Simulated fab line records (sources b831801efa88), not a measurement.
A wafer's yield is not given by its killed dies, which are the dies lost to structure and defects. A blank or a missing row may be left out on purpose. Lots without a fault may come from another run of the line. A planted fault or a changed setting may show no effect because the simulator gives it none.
The tool behind it: which one?    flow gf180mcu    6 lots, 18 wafers sampled, at 4 steps of a route of 602

== WHAT EACH GAUGE READ, for each wafer ==
GF_HV_LDD_TW_MEAS_11.
lot   measured      on            HV_LDD_TW
L836  day 10 19:59  filmMetro-04  2423 2437 2429
L838  day 11 08:57  filmMetro-04  2438 2443 2447
L842  day 12 17:49  filmMetro-03  2436 2442 2424
L844  day 13 19:06  filmMetro-01  2433 2435 2432
L849  day 14 23:14  filmMetro-04  2447 2429 2434
L854  day 16 21:46  filmMetro-01  2435 2427 2424

== TOOL THAT RAN EACH LOT (tool first, then ch and the chambers of the sampled wafers, then the start) ==
lot   GF_VT_IMPLANT_RTA_45             GF_POLY_GATE_STRIP_14                GF_HV_LDD_IMPLANT_09
L836  rtpAnneal-01 ch 0, day 8 06:08   plasmaAsher-01 ch 0,1, day 9 23:28   implanter-02 ch 0, day 10 19:44
L838  rtpAnneal-01 ch 0, day 8 19:40   plasmaAsher-01 ch 0,1, day 10 12:52  implanter-02 ch 0, day 11 08:43
L842  rtpAnneal-01 ch 0, day 10 02:49  plasmaAsher-01 ch 0,1, day 11 21:17  implanter-02 ch 0, day 12 17:35
L844  rtpAnneal-01 ch 0, day 11 01:59  plasmaAsher-01 ch 0,1, day 12 21:10  implanter-03 ch 0, day 13 18:49
L849  rtpAnneal-01 ch 0, day 12 01:53  plasmaAsher-02 ch 0,1, day 14 00:11  implanter-03 ch 0, day 14 23:01
L854  rtpAnneal-01 ch 0, day 13 19:49  plasmaAsher-04 ch 0,1, day 15 20:52  implanter-03 ch 0, day 16 21:32
- GF_VT_IMPLANT_RTA_45: time 30 s.
- GF_POLY_GATE_STRIP_14: strips in O2/N2.
- GF_HV_LDD_IMPLANT_09

== THE ANSWER, worked out from the rows above alone ==
Rule: what is usual is taken from the lots themselves. The widest of any qualifying gaps counts: lots, ordered by their means at a reading, are off when they make up no more than a third of the lots, leave a main group of 4 or more, and stand apart from it by 3 or more times the standard deviation of that group's means. A main group whose means are all the same, to the digits that the tables above print for the reading, isn't used. Also off: a lot with no number at a reading for which 4 or more lots have one. Any other lot the step has rows for is counted as sound.
Nothing can be told from this: no lot is off at any reading shown.

== WHAT WAS PUT IN BY THE SIMULATOR ==
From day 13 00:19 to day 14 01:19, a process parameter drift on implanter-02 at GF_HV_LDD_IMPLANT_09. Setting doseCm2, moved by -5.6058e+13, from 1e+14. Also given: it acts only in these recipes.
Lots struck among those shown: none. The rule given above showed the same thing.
